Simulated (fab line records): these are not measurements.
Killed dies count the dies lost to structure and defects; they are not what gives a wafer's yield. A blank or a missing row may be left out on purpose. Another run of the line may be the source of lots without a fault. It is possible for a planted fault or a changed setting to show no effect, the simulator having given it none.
2 desks, one fault :: flow sky130 :: each desk has only its own numbers; what lay behind them comes last

THE TOOL OWNER'S DESK: rie metal-04
The tool's own readings at SKY_METAL4_ETCH_16 (etches BARC in N2/H2, stops on SiO2, time 88.2 s, target depth 60 nm): means of the sampled wafers that have a number, for each lot that ran on this tool. If a lot's mean is further than 4 standard deviations from the usual mean, the lot is out of limits and carries the mark OUT (the distance appears in the brackets).
Columns: A = chamber pressure mTorr at SKY_METAL4_ETCH_16, usual 29.998 mTorr; B = drypump motor current A at SKY_METAL4_ETCH_16, usual 5.7 A; C = oes product au at SKY_METAL4_ETCH_16, usual 0.626 a.u.; D = run length s at SKY_METAL4_ETCH_16, usual 116.3 s; E = throttle valve pct at SKY_METAL4_ETCH_16, usual 13.205 %
lot: L924
first seen here: day 44 14:31
A: 29.991
B: 5.8
C: 0.628
D: 116.7
E: 13.207

lot: L930
first seen here: day 46 10:13
A: 30.008
B: 5.6
C: 0.747 (+26) OUT
D: 97.8 (-46) OUT
E: 13.217

lot: L932
first seen here: day 46 12:46
A: 29.972
B: 5.6
C: 0.746 (+26) OUT
D: 97.5 (-47) OUT
E: 13.215
This desk's finding: out of limits on L930, L932; first on L930, day 46 10:13 (oes product au at SKY_METAL4_ETCH_16). In limits: L924.

AT THE METROLOGY DESK
Means of the sampled wafers that have a number, per lot and without regard to the tool the lot ran on: this is what the gauges read. If a lot's mean is further than 4 standard deviations from the usual mean, the lot is out of limits and carries the mark OUT (the distance appears in the brackets).
Columns: A = cd nm at SKY_METAL4_CD_MEAS_13, usual 299.8 nm; B = METAL4_OVL at SKY_METAL4_OVL_MEAS_14, usual -3 nm
lot: L919
first seen here: day 43 02:19
A: 300.1
B: -5

lot: L924
first seen here: day 44 14:20
A: 300.3
B: -5

lot: L930
first seen here: day 46 10:02
A: 300.9
B: -1

lot: L932
first seen here: day 46 12:35
A: 299.6
B: -1

lot: L936
first seen here: day 47 10:00
A: 298.9
B: -10

lot: L935
first seen here: day 47 14:59
A: 300.7
B: -6
Finding of this desk: none of the 6 lots has anything out of limits.

TAKEN TOGETHER
At day 46 10:13, on L930, L932, the tool owner's desk was in a position to raise an alarm.
Metrology desk: nothing out of limits seen.
The metrology desk has L930, L932 on record, within its limits.
On rie metal-04, each named lot ran SKY_METAL4_ETCH_16.

WHAT WAS PUT IN BY THE SIMULATOR
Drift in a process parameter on rie metal-04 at SKY_METAL4_ETCH_16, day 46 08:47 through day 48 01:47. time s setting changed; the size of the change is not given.
Shown lots that were struck: L930, L932.
Time in hours from fault onset to the first out-of-limits reading at each desk: the tool owner's desk, 1.
